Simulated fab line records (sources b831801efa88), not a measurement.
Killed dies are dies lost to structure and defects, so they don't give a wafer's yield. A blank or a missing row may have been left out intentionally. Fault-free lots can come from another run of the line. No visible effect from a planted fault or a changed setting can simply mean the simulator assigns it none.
Which tool was responsible? / flow gf180mcu / 7 lots with 20 wafers sampled at 2 steps, on a route of 602 steps

## WHAT THE GAUGES READ, wafer by wafer
GF_SAB_THK_MEAS_01.
lot=L455; measured=day 14 18:39; on=film-metro-02; SAB_CVD_00_THK (nm)=49.8 50.3 50.2
lot=L458; measured=day 15 20:56; on=film-metro-02; SAB_CVD_00_THK (nm)=49.5 49.5 49.8
lot=L460; measured=day 17 05:56; on=film-metro-04; SAB_CVD_00_THK (nm)=49.1 49.5 50.6
lot=L462; measured=day 17 08:24; on=film-metro-02; SAB_CVD_00_THK (nm)=49.9 50.3 50.6
lot=L465; measured=day 18 12:34; on=film-metro-01; SAB_CVD_00_THK (nm)=49.6 50.4 50.0
lot=L468; measured=day 19 13:50; on=film-metro-02; SAB_CVD_00_THK (nm)=38.9 51.2
lot=L477; measured=day 22 09:50; on=film-metro-01; SAB_CVD_00_THK (nm)=49.8 51.0 50.9

## WHAT TOOL EACH LOT RAN ON (gives the tool, then ch and the chambers of the sampled wafers, and finally the start)
lot=L455; GF_SAB_CVD_00=pecvd-02 ch 0,2, day 14 18:37
lot=L458; GF_SAB_CVD_00=pecvd-02 ch 0,1,2, day 15 20:54
lot=L460; GF_SAB_CVD_00=pecvd-02 ch 0,1,2, day 17 05:55
lot=L462; GF_SAB_CVD_00=pecvd-04 ch 0,1, day 17 08:22
lot=L465; GF_SAB_CVD_00=pecvd-02 ch 0,1,2, day 18 12:32
lot=L468; GF_SAB_CVD_00=pecvd-02 ch 0,1, day 19 13:49
lot=L477; GF_SAB_CVD_00=pecvd-04 ch 0,2, day 22 09:49
- GF_SAB_CVD_00: deposits SiO2 from TEOS, target thk 50 nm, time 4.9302 s.

## THE ANSWER, worked out from the rows above alone
Rule: what is usual is taken from the lots themselves. The widest of any qualifying gaps counts: lots, ordered by their means at a reading, are off when they make up no more than a third of the lots, leave a main group of 4 or more, and stand apart from it by 3 or more times the standard deviation of that group's means. The tables above print the reading to a certain number of digits; a main group whose means all agree to those digits is not used. Also off: a lot with no number at a reading for which 4 or more lots have one. The other lots that the step has rows for count as sound.
Off: L468, seen at GF_SAB_THK_MEAS_01 (SAB_CVD_00_THK). Mean 50.0 nm and standard deviation 0.32 in the main group.
A tool fits if, at a process step before that reading, it ran every lot that is off, and no sound lot after the first of them. Gauges at GF_SAB_THK_MEAS_01: tried the same way as those tools. Undecided on this evidence; 2 tools fit (pecvd-02 at GF_SAB_CVD_00, film-metro-02 at GF_SAB_THK_MEAS_01).

## WHAT HAD BEEN PUT IN BY THE SIMULATOR
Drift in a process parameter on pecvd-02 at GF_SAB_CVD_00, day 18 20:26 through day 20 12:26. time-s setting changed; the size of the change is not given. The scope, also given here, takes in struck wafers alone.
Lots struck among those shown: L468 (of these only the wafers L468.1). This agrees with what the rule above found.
